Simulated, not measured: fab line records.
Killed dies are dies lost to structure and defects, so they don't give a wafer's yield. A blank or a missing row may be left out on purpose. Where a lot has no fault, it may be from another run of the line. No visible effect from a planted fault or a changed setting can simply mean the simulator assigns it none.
fab line records -- flow sky130 -- part 1 of 2: steps 1 to 31 of 37
[record] lots = 5, wafers = 15, last_day = 49
route steps=708 shown METAL4@600 CAP2M@603
lots with no fault: from the same line, run without faults
start_h: start of the lot's first displayed wafer, in hours after the record's first day -- wait_h: hours since the lot's step before -- " as in the row above -- L1.1+2: several wafers, shown together as one row -- - either no value or no given start -- * or withheld: withheld -- < > ~ a bound
route shown NAME@n: names a module that has steps shown in the file, with the first one's number in the route -- usual: the fault-free wafers' mean and standard deviation -- same: alike in all rows -- chamber/n: place in a boat -- sites: each site's reading -- _std_site: standard deviation across them -- _edge_site: outer sites' mean less inner sites' -- radius_mm: how far each site lies from the wafer's centre -- mask NAME#n: copy n -- behind: tool/chamber where the wafer was last shaped -- hold: why the lot went on hold/how many hours it stayed there/how the hold came to an end -- device: which transistor (n, p or np) failed to switch -- end of line: the tests these same wafers got at the end of their route -- for a step that has no rows: nothing shown but its recipe -- killed: not the wafer's yield, but the dies lost to structure and defects at the first sort -- map: shows each die of a wafer: x if killed, . if not, _ if none is there
set.NAME: the run value of the setting; set.NAME@STEP: its run value at that earlier step -- model.NAME: the simulator's own value behind a step, which no gauge read
lots at selected steps of the route; one table per step, one row per wafer
services: from which hour (start_h, from the record's first day; less than 0 if before it) a tool's chamber was out of use, for how many hours, and why
[[steps]]
[step SKY_METAL4_SPUTTER_02]
[recipe] material = AlCu, target_thk_nm = 735, power_w = 10600, time_s = 39.1, chamber_pressure_pa = 0.4
[usual] throttle_valve_pct = 30.4/1.1
lot.wafer,tool,chamber,start_h,wait_h,throttle_valve_pct
L075.1,pvd_sputter-02,-,935.56,0.0,31.1
L075.2,pvd_sputter-02,-,935.56,0.0,30.4
L075.4,pvd_sputter-02,-,935.56,0.0,31.8
L080.1,pvd_sputter-03,-,969.88,0.0,28.7
L080.5,pvd_sputter-03,-,969.88,0.0,30.6
L080.6,pvd_sputter-03,-,969.88,0.0,29.9
L083.2,pvd_sputter-02,-,996.63,0.0,30.8
L083.3,pvd_sputter-02,-,996.63,0.0,31.8
L083.6,pvd_sputter-02,-,996.63,0.0,30.7
L087.2,pvd_sputter-03,-,1015.64,0.0,29.3
L087.4,pvd_sputter-03,-,1015.64,0.0,31.0
L087.6,pvd_sputter-03,-,1015.64,0.0,29.4
L090.4,pvd_sputter-02,-,1049.77,0.0,32.1
L090.5,pvd_sputter-02,-,1049.77,0.0,31.6
L090.6,pvd_sputter-02,-,1049.77,0.0,31.0
[step SKY_METAL4_SPUTTER_03]
[recipe] material = Ti, target_thk_nm = 5, power_w = 3000, time_s = 3.3, chamber_pressure_pa = 0.4
[usual] throttle_valve_pct = 30.4/1.1
lot.wafer,tool,chamber,start_h,wait_h,throttle_valve_pct
L075.1,pvd_sputter-02,-,935.60,0.0,31.1
L075.2,pvd_sputter-02,-,935.60,0.0,30.7
L075.4,pvd_sputter-02,-,935.60,0.0,31.7
L080.1,pvd_sputter-03,-,969.92,0.0,28.6
L080.5,pvd_sputter-03,-,969.92,0.0,30.8
L080.6,pvd_sputter-03,-,969.92,0.0,30.0
L083.2,pvd_sputter-02,-,996.67,0.0,30.4
L083.3,pvd_sputter-02,-,996.67,0.0,31.8
L083.6,pvd_sputter-02,-,996.67,0.0,30.6
L087.2,pvd_sputter-03,-,1015.67,0.0,29.4
L087.4,pvd_sputter-03,-,1015.67,0.0,31.1
L087.6,pvd_sputter-03,-,1015.67,0.0,29.6
L090.4,pvd_sputter-02,-,1049.81,0.0,31.8
L090.5,pvd_sputter-02,-,1049.81,0.0,31.7
L090.6,pvd_sputter-02,-,1049.81,0.0,30.8
[step SKY_METAL4_SPUTTER_04]
[recipe] material = TiN, target_thk_nm = 70, power_w = 6500, time_s = 58.3, chamber_pressure_pa = 0.4
[usual] throttle_valve_pct = 30.4/1.1
lot.wafer,tool,chamber,start_h,wait_h,throttle_valve_pct
L075.1,pvd_sputter-02,-,935.62,0.0,30.7
L075.2,pvd_sputter-02,-,935.62,0.0,30.6
L075.4,pvd_sputter-02,-,935.62,0.0,31.6
L080.1,pvd_sputter-03,-,969.94,0.0,28.7
L080.5,pvd_sputter-03,-,969.94,0.0,30.8
L080.6,pvd_sputter-03,-,969.94,0.0,30.1
L083.2,pvd_sputter-02,-,996.68,0.0,30.5
L083.3,pvd_sputter-02,-,996.68,0.0,31.9
L083.6,pvd_sputter-02,-,996.68,0.0,30.7
L087.2,pvd_sputter-03,-,1015.69,0.0,29.6
L087.4,pvd_sputter-03,-,1015.69,0.0,30.8
L087.6,pvd_sputter-03,-,1015.69,0.0,29.5
L090.4,pvd_sputter-02,-,1049.83,0.0,32.0
L090.5,pvd_sputter-02,-,1049.83,0.0,32.0
L090.6,pvd_sputter-02,-,1049.83,0.0,30.9
[step SKY_CAP2M_CVD_00]
[recipe] material = SiO2, target_thk_nm = 15.5, temp_c = 400, time_s = withheld, rf_w = 450
[usual] heater_power_w = 723/120
lot.wafer,tool,chamber,start_h,wait_h,heater_power_w
L075.1,pecvd-03,1,935.67,0.0,901
L075.2,pecvd-03,2,935.67,0.0,725
L075.4,pecvd-03,1,935.67,0.0,893
L080.1,pecvd-02,2,969.99,0.0,648
L080.5,pecvd-02,2,969.99,0.0,637
L080.6,pecvd-02,1,969.99,0.0,665
L083.2,pecvd-02,2,996.73,0.0,615
L083.3,pecvd-02,1,996.73,0.0,641
L083.6,pecvd-02,1,996.73,0.0,678
L087.2,pecvd-03,0,1015.75,0.0,877
L087.4,pecvd-03,0,1015.75,0.0,878
L087.6,pecvd-03,0,1015.75,0.0,888
L090.4,pecvd-02,1,1049.89,0.0,621
L090.5,pecvd-02,0,1049.89,0.0,565
L090.6,pecvd-02,2,1049.89,0.0,589
[step SKY_CAP2M_THK_MEAS_01]
[recipe] reads = SiO2_of_CAP2M_CVD_00
[usual] CAP2M_CVD_00_THK = 15.42/0.21
lot.wafer,tool,chamber,start_h,wait_h,CAP2M_CVD_00_THK[nm]
L075.1,film_metro-04,-,935.69,-,15.35
L075.2,film_metro-04,-,935.69,-,15.34
L075.4,film_metro-04,-,935.69,-,15.76
L080.1,film_metro-01,-,970.01,-,15.26
L080.5,film_metro-01,-,970.01,-,15.63
L080.6,film_metro-01,-,970.01,-,15.43
L083.2,film_metro-04,-,996.77,-,15.32
L083.3,film_metro-04,-,996.77,-,15.29
L083.6,film_metro-04,-,996.77,-,15.61
L087.2,film_metro-03,-,1015.82,-,15.41
L087.4,film_metro-03,-,1015.82,-,15.23
L087.6,film_metro-03,-,1015.82,-,15.37
L090.4,film_metro-01,-,1049.93,-,15.13
L090.5,film_metro-01,-,1049.93,-,15.44
L090.6,film_metro-01,-,1049.93,-,15.57
[step SKY_CAP2M_SPUTTER_02]
[recipe] material = TiN, target_thk_nm = 200, temp_c = 300, power_w = 6500, time_s = 166.7, chamber_pressure_pa = 0.4
[usual] throttle_valve_pct = 30.1/1
lot.wafer,tool,chamber,start_h,wait_h,throttle_valve_pct
L075.1,pvd_sputter-03,-,935.75,0.1,28.5
L075.2,pvd_sputter-03,-,935.75,0.1,29.8
L075.4,pvd_sputter-03,-,935.75,0.1,31.0
L080.1,pvd_sputter-02,-,970.07,0.1,31.6
L080.5,pvd_sputter-02,-,970.07,0.1,31.3
L080.6,pvd_sputter-02,-,970.07,0.1,30.7
L083.2,pvd_sputter-03,-,996.82,0.0,30.7
L083.3,pvd_sputter-03,-,996.82,0.0,29.7
L083.6,pvd_sputter-03,-,996.82,0.0,30.3
L087.2,pvd_sputter-01,-,1015.87,0.0,30.2
L087.4,pvd_sputter-01,-,1015.87,0.0,29.2
L087.6,pvd_sputter-01,-,1015.87,0.0,28.7
L090.4,pvd_sputter-03,-,1049.96,0.0,29.9
L090.5,pvd_sputter-03,-,1049.96,0.0,29.6
L090.6,pvd_sputter-03,-,1049.96,0.0,30.7
[step SKY_CAP2M_RS_MEAS_03]
[recipe] thk_meas_gauge = four-point-probe, reads = TiN_of_CAP2M_SPUTTER_02
[usual] CAP2M_TIN_RS = 6.90/0.069
lot.wafer,tool,chamber,start_h,wait_h,CAP2M_TIN_RS[ohm/sq]
L075.1,film_metro-04,-,935.86,0.1,6.90
L075.2,film_metro-04,-,935.86,0.1,6.95
L075.4,film_metro-04,-,935.86,0.1,6.93
L080.1,film_metro-03,-,970.18,0.1,7.03
L080.5,film_metro-03,-,970.18,0.1,7.05
L080.6,film_metro-03,-,970.18,0.1,6.98
L083.2,film_metro-03,-,996.94,0.1,6.96
L083.3,film_metro-03,-,996.94,0.1,7.01
L083.6,film_metro-03,-,996.94,0.1,6.93
L087.2,film_metro-04,-,1016.00,0.1,6.81
L087.4,film_metro-04,-,1016.00,0.1,6.84
L087.6,film_metro-04,-,1016.00,0.1,6.85
L090.4,film_metro-01,-,1050.13,0.1,6.87
L090.5,film_metro-01,-,1050.13,0.1,6.89
L090.6,film_metro-01,-,1050.13,0.1,6.81
[step SKY_CAP2M_THK_MEAS_04]
[recipe] thk_meas_gauge = xrf, reads = TiN_of_CAP2M_SPUTTER_02
[usual] CAP2M_TIN_THK = 197.1/2.1
lot.wafer,tool,chamber,start_h,wait_h,CAP2M_TIN_THK[nm]
L075.1,film_metro-04,-,935.98,0.1,196.7
L075.2,film_metro-04,-,935.98,0.1,196.2
L075.4,film_metro-04,-,935.98,0.1,196.3
L080.1,film_metro-03,-,970.30,0.1,192.7
L080.5,film_metro-03,-,970.30,0.1,192.3
L080.6,film_metro-03,-,970.30,0.1,194.7
L083.2,film_metro-03,-,997.05,0.1,195.1
L083.3,film_metro-03,-,997.05,0.1,193.8
L083.6,film_metro-03,-,997.05,0.1,196.1
L087.2,film_metro-04,-,1016.11,0.1,199.7
L087.4,film_metro-04,-,1016.11,0.1,198.3
L087.6,film_metro-04,-,1016.11,0.1,198.9
L090.4,film_metro-01,-,1050.22,0.1,197.6
L090.5,film_metro-01,-,1050.22,0.1,197.5
L090.6,film_metro-01,-,1050.22,0.1,199.9
[step SKY_CAP2M_DEHYDRATE_05]
[recipe] temp_c = 200, time_s = 60
lot.wafer,tool,chamber,start_h,wait_h
L075.1+2+4,litho_track-03,0,947.51,11.5
L080.1+5+6,litho_track-04,0,981.32,11.0
L083.2+3+6,litho_track-03,0,1007.89,10.8
L087.2+4+6,litho_track-03,0,1027.39,11.3
L090.4+5+6,litho_track-03,0,1060.04,9.8
[step SKY_CAP2M_HMDS_06]
[recipe] prime_time_s = 60, prime_temp_c = 120
[same] prime_time_s = 60
lot.wafer,tool,chamber,start_h,wait_h
L075.1+2+4,litho_track-03,0,947.66,0.1
L080.1+5+6,litho_track-04,0,981.47,0.1
L083.2+3+6,litho_track-03,0,1008.04,0.1
L087.2+4+6,litho_track-03,0,1027.54,0.1
L090.4+5+6,litho_track-03,0,1060.19,0.1
[step SKY_CAP2M_COAT_07]
[recipe] resist = NOVOLAK, spin_rpm = 3000, resist_thk_nm = 1140
lot.wafer,tool,chamber,start_h,wait_h
L075.1+2+4,litho_track-03,0,947.81,0.1
L080.1+5+6,litho_track-04,0,981.62,0.1
L083.2+3+6,litho_track-03,0,1008.19,0.1
L087.2+4+6,litho_track-03,0,1027.69,0.1
L090.4+5+6,litho_track-03,0,1060.34,0.1
[step SKY_CAP2M_SOFTBAKE_08]
[recipe] temp_c = 90, time_s = 60, resist = NOVOLAK
lot.wafer,tool,chamber,start_h,wait_h
L075.1+2+4,litho_track-03,0,947.96,0.1
L080.1+5+6,litho_track-04,0,981.77,0.1
L083.2+3+6,litho_track-03,0,1008.34,0.1
L087.2+4+6,litho_track-03,0,1027.84,0.1
L090.4+5+6,litho_track-03,0,1060.49,0.1
[step SKY_CAP2M_EXPOSE_09]
[recipe] mask_id = CAP2M, na = 0.6, source_shape = conventional, sigma_outer = 0.6, polarization = unpolarized, target_cd_nm = 1000, dose_mj = 159
lot.wafer,tool,chamber,start_h,wait_h,mask
L075.1+2+4,iline_stepper-01,0,-,-,CAP2M#0
L080.1+5+6,iline_stepper-01,0,-,-,CAP2M#0
L083.2+3+6,iline_stepper-01,0,-,-,CAP2M#0
L087.2+4+6,iline_stepper-01,0,-,-,CAP2M#0
L090.4+5+6,iline_stepper-01,0,-,-,CAP2M#0
[step SKY_CAP2M_PEB_10]
[recipe] temp_c = withheld, time_s = *, resist = NOVOLAK
lot.wafer,tool,chamber,start_h,wait_h
L075.1+2+4,litho_track-02,0,-,-
L080.1+5+6,litho_track-02,0,-,-
L083.2+3+6,litho_track-03,0,-,-
L087.2+4+6,litho_track-02,0,-,-
L090.4+5+6,litho_track-02,0,-,-
[step SKY_CAP2M_DEVELOP_11]
[recipe] resist = NOVOLAK, developer = TMAH, develop_time_s = 60, dev_temp_c = 23
lot.wafer,tool,chamber,start_h,wait_h
L075.1+2+4,litho_track-02,0,959.34,0.1
L080.1+5+6,litho_track-02,0,992.44,0.1
L083.2+3+6,litho_track-03,0,1019.54,0.1
L087.2+4+6,litho_track-02,0,1038.41,0.1
L090.4+5+6,litho_track-02,0,1071.71,0.1
[step SKY_CAP2M_OVL_MEAS_12]
[usual] CAP2M_OVL = -0.1/1.3
lot.wafer,tool,chamber,start_h,wait_h,CAP2M_OVL[nm]
L075.1,overlay-02,-,959.49,0.1,-1.9
L075.2,overlay-02,-,959.49,0.1,-1.3
L075.4,overlay-02,-,959.49,0.1,-0.7
L080.1,overlay-02,-,992.59,0.1,-1.4
L080.5,overlay-02,-,992.59,0.1,1.9
L080.6,overlay-02,-,992.59,0.1,1.0
L083.2,overlay-02,-,1019.67,0.1,-0.8
L083.3,overlay-02,-,1019.67,0.1,1.7
L083.6,overlay-02,-,1019.67,0.1,1.2
L087.2,overlay-01,-,1038.55,0.1,0.8
L087.4,overlay-01,-,1038.55,0.1,1.0
L087.6,overlay-01,-,1038.55,0.1,1.0
L090.4,overlay-01,-,1071.81,0.1,0.5
L090.5,overlay-01,-,1071.81,0.1,1.0
L090.6,overlay-01,-,1071.81,0.1,-0.3
[step SKY_CAP2M_METAL_ETCH_13]
[recipe] target_depth_nm = 220, stop_on = SiO2, chemistry = Cl2/BCl3, target = TiN, pressure_mtorr = 10, icp_w = 900, bias_w = 48.5, Cl2_flow_sccm = 60, bcl3_flow_sccm = 30, time_s = 62.9
[usual] bias_w = 48.50/0.13, chamber_pressure_mTorr = 10.000/0.0089, drypump_motor_current_A = 5.4/0.35, oes_product_au = 0.943/0.0074, throttle_valve_pct = 21.900/0.01
lot.wafer,tool,chamber,start_h,wait_h,bias_w,chamber_pressure_mTorr,drypump_motor_current_A,oes_product_au,rf_hours_counter_h,throttle_valve_pct
L075.1,rie_metal-04,1,959.52,0.0,48.44,10.009,5.7,0.947,1,21.906
L075.2,rie_metal-04,0,959.52,0.0,48.29,10.001,5.9,0.931,13,21.917
L075.4,rie_metal-04,1,959.52,0.0,48.19,9.990,5.7,0.937,-,21.896
L080.1,rie_metal-01,0,992.62,0.0,48.49,9.998,5.7,0.935,14,21.903
L080.5,rie_metal-01,0,992.62,0.0,48.48,9.994,5.7,0.937,-,21.880
L080.6,rie_metal-01,1,992.62,0.0,48.45,9.989,5.1,0.933,-,21.912
L083.2,rie_metal-01,0,1019.70,0.0,48.68,10.005,5.7,0.940,16,21.895
L083.3,rie_metal-01,0,1019.70,0.0,48.53,9.993,5.7,0.933,-,21.907
L083.6,rie_metal-01,0,1019.70,0.0,48.53,9.996,5.7,0.946,-,21.905
L087.2,rie_metal-04,1,1038.58,0.0,48.53,10.010,5.7,0.961,6,21.913
L087.4,rie_metal-04,0,1038.58,0.0,48.35,10.009,5.9,0.945,-,21.886
L087.6,rie_metal-04,0,1038.58,0.0,48.49,10.024,5.9,0.948,-,21.900
L090.4,rie_metal-04,1,1071.85,0.0,48.48,9.996,5.7,0.950,-,21.911
L090.5,rie_metal-04,1,1071.85,0.0,48.37,10.004,5.7,0.952,-,21.901
L090.6,rie_metal-04,0,1071.85,0.0,48.54,10.012,5.9,0.947,-,21.891
[step SKY_CAP2M_STRIP_14]
[recipe] chemistry = O2/N2, power_w = 1400, pressure_mtorr = 1500, platen_temp_c = withheld, o2_flow_sccm = 3000, n2_flow_sccm = 300, overash_fraction = 0.5
[usual] chamber_pressure_mTorr = 1500.0/1.4, drypump_motor_current_A = 5.7/0.39, oes_product_au = 0.710/0.0043, strip_time_to_endpoint_s = 12.65/0.031
lot.wafer,tool,chamber,start_h,wait_h,chamber_pressure_mTorr,drypump_motor_current_A,oes_product_au,rf_hours_counter_h,strip_time_to_endpoint_s
L075.1,plasma_asher-03,1,959.60,0.1,1500.5,5.9,0.715,53,12.69
L075.2,plasma_asher-03,0,959.60,0.1,1500.4,5.9,0.710,53,12.68
L075.4,plasma_asher-03,1,959.60,0.1,1499.6,5.9,0.710,-,12.70
L080.1,plasma_asher-02,0,992.70,0.1,1499.1,6.6,0.706,82,12.69
L080.5,plasma_asher-02,0,992.70,0.1,1498.0,6.6,0.707,-,12.72
L080.6,plasma_asher-02,1,992.70,0.1,1501.5,5.4,0.710,-,12.65
L083.2,plasma_asher-01,1,1019.78,0.1,1500.5,5.8,0.706,125,12.63
L083.3,plasma_asher-01,1,1019.78,0.1,1498.6,5.7,0.718,-,12.65
L083.6,plasma_asher-01,1,1019.78,0.1,1499.3,5.7,0.708,-,12.62
L087.2,plasma_asher-01,0,1038.65,0.1,1496.8,5.2,0.716,127,12.65
L087.4,plasma_asher-01,1,1038.65,0.1,1500.1,5.7,0.709,-,12.66
L087.6,plasma_asher-01,0,1038.65,0.1,1498.8,5.3,0.712,-,12.66
L090.4,plasma_asher-01,0,1071.94,0.1,1497.7,5.3,0.710,-,12.65
L090.5,plasma_asher-01,1,1071.94,0.1,1499.0,5.7,0.714,-,12.66
L090.6,plasma_asher-01,0,1071.94,0.1,1500.1,5.3,0.713,-,12.63
[step SKY_CAP2M_STRIP_15]
[recipe] chemistry = post_etch_residue_remover, time_s = 1200, temp_c = 72.5
[usual] bath_heat_duty_pct = 15.1/2.1
lot.wafer,tool,chamber,start_h,wait_h,bath_heat_duty_pct
L075.1,wet_bench-02,3,959.70,0.1,14.5
L075.2,wet_bench-02,3,959.70,0.1,14.8
L075.4,wet_bench-02,3,959.70,0.1,13.6
L080.1,wet_bench-02,2,992.80,0.1,11.9
L080.5,wet_bench-02,2,992.80,0.1,13.3
L080.6,wet_bench-02,2,992.80,0.1,10.8
L083.2,wet_bench-01,1,1019.88,0.1,12.3
L083.3,wet_bench-01,1,1019.88,0.1,12.2
L083.6,wet_bench-01,1,1019.88,0.1,12.6
L087.2,wet_bench-04,1,1038.75,0.1,17.3
L087.4,wet_bench-04,1,1038.75,0.1,18.5
L087.6,wet_bench-04,1,1038.75,0.1,18.2
L090.4,wet_bench-01,1,1072.00,0.0,12.2
L090.5,wet_bench-01,1,1072.00,0.0,12.8
L090.6,wet_bench-01,1,1072.00,0.0,12.0
[step SKY_CAP2M_CLEAN_16]
[recipe] chemistry = IPA, time_s = 180, temp_c = 25
[usual] bath_heat_duty_pct = 6.4/0.96
lot.wafer,tool,chamber,start_h,wait_h,bath_heat_duty_pct
L075.1,wet_bench-01,1,960.07,0.0,5.8
L075.2,wet_bench-01,1,960.07,0.0,4.6
L075.4,wet_bench-01,1,960.07,0.0,5.2
L080.1,wet_bench-01,0,993.14,0.0,6.3
L080.5,wet_bench-01,0,993.14,0.0,6.5
L080.6,wet_bench-01,0,993.14,0.0,7.0
L083.2,wet_bench-02,2,1020.22,0.0,4.6
L083.3,wet_bench-02,2,1020.22,0.0,5.7
L083.6,wet_bench-02,2,1020.22,0.0,4.3
L087.2,wet_bench-02,1,1039.09,0.0,7.3
L087.4,wet_bench-02,1,1039.09,0.0,8.0
L087.6,wet_bench-02,1,1039.09,0.0,6.2
L090.4,wet_bench-04,3,1072.38,0.0,6.8
L090.5,wet_bench-04,3,1072.38,0.0,7.1
L090.6,wet_bench-04,3,1072.38,0.0,7.2
[step SKY_CAP2M_CLEAN_17]
[recipe] chemistry = O3/DIW, dry = n2_spin
lot.wafer,tool,chamber,start_h,wait_h
L075.1+2+4,wet_bench-04,2,960.13,0.0
L080.1+5+6,wet_bench-02,0,993.20,0.0
L083.2+3+6,wet_bench-04,2,1020.28,0.0
L087.2+4+6,wet_bench-01,2,1039.16,0.0
L090.4+5+6,wet_bench-02,3,1072.43,0.0
[step SKY_METAL4_DEHYDRATE_05]
[recipe] temp_c = 200, time_s = 60
lot.wafer,tool,chamber,start_h,wait_h
L075.1+2+4,litho_track-01,0,971.85,11.6
L080.1+5+6,litho_track-03,0,1005.01,11.7
L083.2+3+6,litho_track-03,0,1031.59,11.2
L087.2+4+6,litho_track-03,0,1049.74,10.5
L090.4+5+6,litho_track-03,0,1081.54,9.0
[step SKY_METAL4_HMDS_06]
[recipe] prime_time_s = 60, prime_temp_c = 120
[same] prime_time_s = 60
lot.wafer,tool,chamber,start_h,wait_h
L075.1+2+4,litho_track-01,0,972.00,0.1
L080.1+5+6,litho_track-03,0,1005.16,0.1
L083.2+3+6,litho_track-03,0,1031.74,0.1
L087.2+4+6,litho_track-03,0,1049.89,0.1
L090.4+5+6,litho_track-03,0,1081.69,0.1
[step SKY_METAL4_COAT_07]
[recipe] resist = BARC, temp_c = withheld, time_s = withheld, spin_rpm = 3000, resist_thk_nm = 60
lot.wafer,tool,chamber,start_h,wait_h
L075.1+2+4,litho_track-01,0,972.15,0.1
L080.1+5+6,litho_track-03,0,1005.31,0.1
L083.2+3+6,litho_track-03,0,1031.89,0.1
L087.2+4+6,litho_track-03,0,1050.04,0.1
L090.4+5+6,litho_track-03,0,1081.84,0.1
[step SKY_METAL4_COAT_08]
[recipe] resist = KrF-thick, spin_rpm = 3000, resist_thk_nm = 1140
lot.wafer,tool,chamber,start_h,wait_h
L075.1+2+4,litho_track-01,0,-,-
L080.1+5+6,litho_track-03,0,-,-
L083.2+3+6,litho_track-03,0,-,-
L087.2+4+6,litho_track-03,0,-,-
L090.4+5+6,litho_track-03,0,-,-
[step SKY_METAL4_SOFTBAKE_09]
[recipe] temp_c = 100, time_s = 90, resist = KrF-thick
lot.wafer,tool,chamber,start_h,wait_h
L075.1+2+4,litho_track-01,0,-,-
L080.1+5+6,litho_track-03,0,-,-
L083.2+3+6,litho_track-03,0,-,-
L087.2+4+6,litho_track-03,0,-,-
L090.4+5+6,litho_track-03,0,-,-
[step SKY_METAL4_EXPOSE_10]
[recipe] mask_id = MM4, na = 0.68, source_shape = annular, sigma_inner = 0.4, sigma_outer = 0.8, target_cd_nm = 300, dose_mj = 28
lot.wafer,tool,chamber,start_h,wait_h,mask
L075.1+2+4,krf_scanner-02,0,-,-,MM4#0
L080.1+5+6,krf_scanner-02,0,-,-,MM4#0
L083.2+3+6,krf_scanner-02,0,-,-,MM4#0
L087.2+4+6,krf_scanner-02,0,-,-,MM4#0
L090.4+5+6,krf_scanner-02,0,-,-,MM4#0
[step SKY_METAL4_PEB_11]
[recipe] peb_temp_c = withheld, peb_time_s = withheld, resist = KrF-thick
lot.wafer,tool,chamber,start_h,wait_h
L075.1+2+4,litho_track-02,0,-,-
L080.1+5+6,litho_track-03,0,-,-
L083.2+3+6,litho_track-03,0,-,-
L087.2+4+6,litho_track-03,0,-,-
L090.4+5+6,litho_track-01,0,-,-
[step SKY_METAL4_DEVELOP_12]
[recipe] develop_time_s = 60, resist = KrF-thick, dev_temp_c = 21
lot.wafer,tool,chamber,start_h,wait_h
L075.1+2+4,litho_track-02,0,-,-
L080.1+5+6,litho_track-03,0,-,-
L083.2+3+6,litho_track-03,0,-,-
L087.2+4+6,litho_track-03,0,-,-
L090.4+5+6,litho_track-01,0,-,-
[step SKY_METAL4_CD_MEAS_13]
[recipe] target_cd_nm = 300
[usual] cd_nm = 300.0/1.4
lot.wafer,tool,chamber,start_h,wait_h,cd_nm
L075.1,cd_sem-02,-,984.09,-,301.5
L075.2,cd_sem-02,-,984.09,-,304.1
L075.4,cd_sem-02,-,984.09,-,302.2
L080.1,cd_sem-01,-,1016.46,-,298.1
L080.5,cd_sem-01,-,1016.46,-,300.0
L080.6,cd_sem-01,-,1016.46,-,299.4
L083.2,cd_sem-01,-,1043.28,-,300.6
L083.3,cd_sem-01,-,1043.28,-,298.4
L083.6,cd_sem-01,-,1043.28,-,301.1
L087.2,cd_sem-01,-,1060.93,-,299.7
L087.4,cd_sem-01,-,1060.93,-,300.9
L087.6,cd_sem-01,-,1060.93,-,299.9
L090.4,cd_sem-02,-,1093.02,-,299.3
L090.5,cd_sem-02,-,1093.02,-,296.2
L090.6,cd_sem-02,-,1093.02,-,296.5
[step SKY_METAL4_OVL_MEAS_14]
[usual] METAL4_OVL = 3/5.5
lot.wafer,tool,chamber,start_h,wait_h,METAL4_OVL[nm]
L075.1,overlay-02,-,984.21,0.1,0
L075.2,overlay-02,-,984.21,0.1,1
L075.4,overlay-02,-,984.21,0.1,-2
L080.1,overlay-02,-,1016.58,0.1,-1
L080.5,overlay-02,-,1016.58,0.1,1
L080.6,overlay-02,-,1016.58,0.1,2
L083.2,overlay-02,-,1043.39,0.1,-5
L083.3,overlay-02,-,1043.39,0.1,6
L083.6,overlay-02,-,1043.39,0.1,-7
L087.2,overlay-02,-,1061.04,0.1,-1
L087.4,overlay-02,-,1061.04,0.1,2
L087.6,overlay-02,-,1061.04,0.1,4
L090.4,overlay-01,-,1093.09,0.1,-4
L090.5,overlay-01,-,1093.09,0.1,-4
L090.6,overlay-01,-,1093.09,0.1,6
